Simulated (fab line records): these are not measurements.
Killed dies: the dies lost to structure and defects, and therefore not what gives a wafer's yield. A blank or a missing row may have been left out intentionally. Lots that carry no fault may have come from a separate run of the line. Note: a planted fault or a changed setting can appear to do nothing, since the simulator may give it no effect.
The tool behind it: which one? + flow sky130 + 13 lots, 39 wafers sampled, at 4 steps of a route of 708

## WHAT THE GAUGES SHOWED, per wafer
SKY_METAL1_OVL_MEAS_16. Usual: METAL1_OVL typically reads 1 nm, with standard deviation 5.5.
| lot  | measured     | on         | METAL1_OVL (nm) | flag |
|------|--------------|------------|-----------------|------|
| L960 | day 32 17:49 | overlay-02 | 0 4 8           |      |
| L961 | day 32 18:41 | overlay-02 | 10 7 7          |      |
| L962 | day 32 21:10 | overlay-02 | 3 3 -3          |      |
| L963 | day 33 20:07 | overlay-01 | -5 -2 5         |      |
| L965 | day 34 10:22 | overlay-02 | -4 -3 -2        |      |
| L966 | day 37 01:13 | overlay-02 | 5 -1 -5         |      |
| L971 | day 37 04:45 | overlay-02 | -2 2 0          |      |
| L969 | day 37 06:02 | overlay-02 | -1 4 2          |      |
| L976 | day 37 20:49 | overlay-01 | 3 6 5           |      |
| L977 | day 37 22:05 | overlay-02 | 3 4 0           |      |
| L980 | day 38 16:26 | overlay-02 | -6 -3 -7        |      |
| L982 | day 40 11:46 | overlay-02 | -1 -1 7         |      |
| L983 | day 40 11:56 | overlay-01 | 4 0 6           |      |

SKY_VIA1_RS_MEAS_22: uses a four-point probe to measure. Usual: VIA1_W_RS typically reads 0.428 ohm/sq, with standard deviation 0.0053.
| lot  | measured     | on            | VIA1_W_RS (ohm/sq) | flag |
|------|--------------|---------------|--------------------|------|
| L960 | day 33 22:14 | film-metro-04 | 0.438 0.434 0.436  |      |
| L961 | day 33 23:59 | film-metro-03 | 0.425 0.428 0.421  |      |
| L962 | day 34 02:39 | film-metro-01 | 0.434 0.433 0.435  |      |
| L963 | day 35 00:35 | film-metro-01 | 0.435 0.434 0.425  |      |
| L965 | day 35 15:01 | film-metro-04 | 0.432 0.436 0.432  |      |
| L966 | day 38 05:23 | film-metro-03 | 0.423 0.427 0.427  |      |
| L971 | day 38 09:10 | film-metro-04 | 0.421 0.420 0.421  |      |
| L969 | day 38 09:47 | film-metro-03 | 0.428 0.430 0.424  |      |
| L976 | day 39 01:20 | film-metro-01 | 0.430 0.425 0.430  |      |
| L977 | day 39 02:49 | film-metro-03 | 0.429 0.425 0.438  |      |
| L980 | day 39 20:20 | film-metro-03 | 0.417 0.420 0.419  |      |
| L982 | day 41 13:53 | film-metro-03 | 0.429 0.432 0.434  |      |
| L983 | day 41 14:22 | film-metro-01 | 0.425 0.422 0.438  |      |

## TOOL THAT RAN EACH LOT (tool first, then ch and the chambers of the sampled wafers, then the start)
| lot  | SKY_METAL1_SPUTTER_04        | SKY_VIA1_SOFTBAKE_08              |
|------|------------------------------|-----------------------------------|
| L960 | pvd-sputter-03, day 31 15:04 | litho-track-03 ch 0, day 33 08:00 |
| L961 | pvd-sputter-03, day 31 16:37 | litho-track-03 ch 0, day 33 09:00 |
| L962 | pvd-sputter-04, day 31 18:23 | litho-track-01 ch 0, day 33 12:00 |
| L963 | pvd-sputter-03, day 32 16:50 | litho-track-01 ch 0, day 34 11:00 |
| L965 | pvd-sputter-03, day 33 07:41 | litho-track-03 ch 0, day 35 00:00 |
| L966 | pvd-sputter-03, day 35 22:50 | litho-track-01 ch 0, day 37 14:00 |
| L971 | pvd-sputter-04, day 36 02:08 | litho-track-03 ch 0, day 37 18:00 |
| L969 | pvd-sputter-04, day 36 03:43 | litho-track-01 ch 0, day 37 20:00 |
| L976 | pvd-sputter-03, day 36 19:05 | litho-track-03 ch 0, day 38 10:00 |
| L977 | pvd-sputter-03, day 36 20:16 | litho-track-01 ch 0, day 38 11:00 |
| L980 | pvd-sputter-01, day 37 14:31 | litho-track-03 ch 0, day 39 07:00 |
| L982 | pvd-sputter-04, day 39 11:01 | litho-track-02 ch 0, day 41 00:00 |
| L983 | pvd-sputter-01, day 39 11:19 | litho-track-03 ch 0, day 41 00:00 |
- SKY_METAL1_SPUTTER_04: material TiN, target thk 70 nm, time 58.3 s.
- SKY_VIA1_SOFTBAKE_08: time 90 s.

## AS READ BY THE TOOLS THEMSELVES (means over the sampled wafers that have a number; for cases with no such wafer, the mark the record gives instead)
SKY_METAL1_SPUTTER_04. Usual: throttle-valve-pct reads 30.4 % (standard deviation 0.88).
| lot  | tool           | throttle-valve-pct (%) | flag |
|------|----------------|------------------------|------|
| L960 | pvd-sputter-03 | 30.9                   |      |
| L961 | pvd-sputter-03 | 30.4                   |      |
| L962 | pvd-sputter-04 | 30.7                   |      |
| L963 | pvd-sputter-03 | 29.8                   |      |
| L965 | pvd-sputter-03 | 30.3                   |      |
| L966 | pvd-sputter-03 | 30.3                   |      |
| L971 | pvd-sputter-04 | 30.0                   |      |
| L969 | pvd-sputter-04 | 30.3                   |      |
| L976 | pvd-sputter-03 | 30.2                   |      |
| L977 | pvd-sputter-03 | 30.2                   |      |
| L980 | pvd-sputter-01 | 30.3                   |      |
| L982 | pvd-sputter-04 | 30.5                   |      |
| L983 | pvd-sputter-01 | 30.4                   |      |

SKY_VIA1_SOFTBAKE_08. Usual: heater-power-total-W 57.36 W, standard deviation 0.12; resist-line-temp-C 23.00 C, standard deviation 0.11; run-length-s 119.06 s, standard deviation 0.13.
| lot  | tool           | heater-power-total-W (W) | resist-line-temp-C (C) | run-length-s (s) | flag |
|------|----------------|--------------------------|------------------------|------------------|------|
| L960 | litho-track-03 | 57.43                    | 23.03                  | 119.07           |      |
| L961 | litho-track-03 | 57.41                    | 23.03                  | 119.06           |      |
| L962 | litho-track-01 | 57.54                    | 22.94                  | 119.12           |      |
| L963 | litho-track-01 | 57.41                    | 23.03                  | 119.06           |      |
| L965 | litho-track-03 | 57.36                    | 23.02                  | 119.07           |      |
| L966 | litho-track-01 | 57.45                    | 23.07                  | 119.10           |      |
| L971 | litho-track-03 | 57.39                    | 22.91                  | 118.95           |      |
| L969 | litho-track-01 | 59.33                    | 23.04                  | 110.04           | OFF  |
| L976 | litho-track-03 | 57.38                    | 23.15                  | 119.06           |      |
| L977 | litho-track-01 | 59.52                    | 23.07                  | 110.08           | OFF  |
| L980 | litho-track-03 | 57.28                    | 23.08                  | 119.13           |      |
| L982 | litho-track-02 | 57.51                    | 22.98                  | 118.95           |      |
| L983 | litho-track-03 | 57.39                    | 22.84                  | 119.09           |      |

## THE ANSWER, worked out from the rows above alone
Rule: take the mean of a lot's wafers that have a number; if it is more than 3 standard deviations from the usual mean, the lot is off. A lot without any number at a reading at which 4 lots or more have one is off too. The other lots that the step has rows for count as sound. First the gauges in route order, then the tools' own readings, where a lot's mean is used as printed above. At the first step where some lot is off, the reading lying furthest off is the one used; lots without a number count as furthest.
Off: L969, L977, at SKY_VIA1_SOFTBAKE_08 (run-length-s).
If a tool, at that step or one of the process steps before it, ran each lot that is off and ran no sound lot following the first of them, it fits. One fits: litho-track-01 at SKY_VIA1_SOFTBAKE_08. A fault onset in the window from L966 (day 37 14:00, its last sound lot) to L969 (day 37 20:00, its first lot off) fits.
The tool's own readings at SKY_VIA1_SOFTBAKE_08 bear it out: on the lots that are off they differ by more than 5 times the standard deviation of the sound lots' means. heater-power-total-W reads 59.42 W there against 57.41 W on the sound lots; run-length-s reads 110.06 s there against 119.06 s on the sound lots.

## WHAT THE SIMULATOR HAD INSERTED
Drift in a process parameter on litho-track-01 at SKY_VIA1_SOFTBAKE_08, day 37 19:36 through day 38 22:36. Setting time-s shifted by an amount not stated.
Struck lots among those shown: L969, L977. Same finding as the rule above.
